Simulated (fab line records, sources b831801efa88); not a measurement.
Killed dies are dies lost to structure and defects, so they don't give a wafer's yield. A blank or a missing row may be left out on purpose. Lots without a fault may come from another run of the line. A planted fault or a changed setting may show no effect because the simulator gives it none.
Which tool did it? | flow gf180mcu | 13 lots, 39 wafers sampled, at 3 steps of a route of 602

WHAT THE GAUGES READ, wafer by wafer
GF_NWELL_OVL_MEAS_07.
lot  | measured    | on         | NWELL_OVL (nm)
L823 | day 3 07:24 | overlay-02 | 1.1 0.0 1.2
L824 | day 3 12:49 | overlay-01 | 2.1 -0.4 1.4
L825 | day 3 17:36 | overlay-01 | -0.8 -0.4 -1.6
L826 | day 4 01:01 | overlay-01 | -0.2 0.1 0.9
L828 | day 4 09:13 | overlay-02 | 1.0 -1.8 -1.0
L829 | day 4 16:07 | overlay-01 | -2.7 -1.9 -1.9
L831 | day 5 01:30 | overlay-01 | -1.9 -1.5 0.1
L832 | day 5 09:36 | overlay-01 | 0.1 1.6 1.4
L833 | day 5 15:15 | overlay-01 | 0.8 1.1 0.5
L834 | day 5 18:49 | overlay-02 | 0.6 -1.0 -1.7
L835 | day 5 21:27 | overlay-01 | -1.0 -2.4 -1.5
L838 | day 6 16:21 | overlay-01 | -0.8 -1.8 -3.1
L844 | day 8 03:21 | overlay-01 | -1.9 -2.1 -1.9

WHICH TOOL RAN EACH LOT (tool, then ch and the chambers of the sampled wafers, then the start)
lot  | GF_STI_ETCH_14                  | GF_STI_CMP_25
L823 | rie_si-01 ch 0,1,2, day 2 01:16 | cmp-01 ch 0,2,3, day 2 04:32
L824 | rie_si-02 ch 0,2,3, day 2 06:06 | cmp-02 ch 2,3, day 2 08:50
L825 | rie_si-02 ch 0,1,2, day 2 11:25 | cmp-02 ch 0,2,3, day 2 14:11
L826 | rie_si-02 ch 0,2, day 2 18:37   | cmp-01 ch 0,1,3, day 2 20:35
L828 | rie_si-01 ch 0,1,2, day 3 03:18 | cmp-01 ch 0,2,3, day 3 05:15
L829 | rie_si-01 ch 0,1,2, day 3 08:18 | cmp-01 ch 0,1,3, day 3 10:18
L831 | rie_si-01 ch 0,2, day 3 18:21   | cmp-01 ch 2,3, day 3 20:12
L832 | rie_si-02 ch 0,3, day 4 00:15   | cmp-01 ch 2,3, day 4 02:06
L833 | rie_si-01 ch 0,2,3, day 4 05:31 | cmp-02 ch 0,2,3, day 4 09:11
L834 | rie_si-02 ch 0,2, day 4 10:28   | cmp-02 ch 0,2,3, day 4 12:25
L835 | rie_si-01 ch 0,2,3, day 4 14:21 | cmp-02 ch 0,1,3, day 4 16:13
L838 | rie_si-01 ch 0,1,3, day 5 06:09 | cmp-01 ch 0,3, day 5 08:38
L844 | rie_si-02 ch 0,3, day 6 13:24   | cmp-01 ch 0,1,3, day 6 15:20
- GF_STI_ETCH_14: etches Si in HBr/Cl2/O2, target depth 360 nm, time 102.9 s.
- GF_STI_CMP_25: polishes, stops on Si3N4, t overpolish 33 s, target thk 524.6 nm.

WHAT THE TOOLS THEMSELVES READ (means of the sampled wafers that have a number; where no wafer has one, the mark that the record gives instead)
GF_STI_ETCH_14.
lot  | tool      | drypump_motor_current_A (A) | oes_product_au (a.u.) | run_length_s (s) | throttle_valve_pct (%)
L823 | rie_si-01 | 5.61                        | 1.003                 | 130.9            | 25.659
L824 | rie_si-02 | 5.81                        | 1.007                 | 130.9            | 25.647
L825 | rie_si-02 | 5.96                        | 1.000                 | 131.0            | 25.658
L826 | rie_si-02 | 5.88                        | 1.005                 | 130.7            | 25.657
L828 | rie_si-01 | 5.59                        | 0.996                 | 130.9            | 25.654
L829 | rie_si-01 | 5.62                        | 0.996                 | 131.0            | 25.662
L831 | rie_si-01 | 5.78                        | 1.000                 | 131.0            | 25.655
L832 | rie_si-02 | 5.80                        | 1.011                 | 131.0            | 25.648
L833 | rie_si-01 | 5.72                        | 0.997                 | 130.9            | 25.652
L834 | rie_si-02 | 5.93                        | 0.994                 | 131.0            | 25.653
L835 | rie_si-01 | 5.72                        | 1.000                 | 131.0            | 25.657
L838 | rie_si-01 | 5.57                        | 0.995                 | 133.5            | 25.669
L844 | rie_si-02 | 5.88                        | 0.999                 | 131.2            | 25.660

GF_STI_CMP_25.
lot  | tool   | motor_current_A (A) | overpolish_run_s (s) | time_to_endpoint_s (s)
L823 | cmp-01 | 11.8                | 32.995               | 132
L824 | cmp-02 | 13.0                | 33.003               | 126
L825 | cmp-02 | 12.3                | 33.001               | 126
L826 | cmp-01 | 11.3                | 33.001               | 129
L828 | cmp-01 | 11.5                | 33.001               | 129
L829 | cmp-01 | 11.5                | 32.996               | 127
L831 | cmp-01 | 11.1                | 32.999               | 131
L832 | cmp-01 | 11.4                | 32.997               | 122
L833 | cmp-02 | 12.2                | 33.000               | 126
L834 | cmp-02 | 12.5                | 33.008               | 123
L835 | cmp-02 | 10.9                | 33.003               | 127
L838 | cmp-01 | 11.7                | 32.989               | 121
L844 | cmp-01 | 11.6                | 33.006               | 117

THE ANSWER, worked out from the rows above alone
Rule: what is usual is taken from the lots themselves. Put in order of their means at a reading, lots are off if they are a third of the lots or fewer, leave a main group of 4 or more, and stand apart from it by a gap of 3 or more times the standard deviation of the main group's means; of several such gaps the widest counts. A main group whose means are all the same, to the digits that the tables above print for the reading, isn't used. A lot without any number at a reading at which 4 lots or more have one is off too. The other lots that the step has rows for count as sound. The gauges are gone through in route order, then the tools' own readings, and for those a lot's mean is taken as printed above. The first step at which some lot is off is used, and at that step the reading that is off furthest; a lot without a number counts as furthest.
Off: L838, at GF_STI_ETCH_14 (run_length_s). The main group: mean 131.0 s, standard deviation 0.11.
A tool fits if, at that step or a process step before it, it ran every lot that is off, and no sound lot after the first of them. One fits: rie_si-01 at GF_STI_ETCH_14. Its last sound lot is L835 (day 4 14:21), its first lot that is off L838 (day 5 06:09): a fault that began between those two fits.
The tool's own readings at GF_STI_ETCH_14 bear it out: on the lots that are off they differ by more than 5 times the standard deviation of the sound lots' means. run_length_s reads 133.5 s there against 131.0 s on the sound lots.

WHAT THE SIMULATOR HAD PUT IN
Process parameter drift: rie_si-01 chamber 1, from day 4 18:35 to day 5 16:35, at GF_STI_ETCH_14. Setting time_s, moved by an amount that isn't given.
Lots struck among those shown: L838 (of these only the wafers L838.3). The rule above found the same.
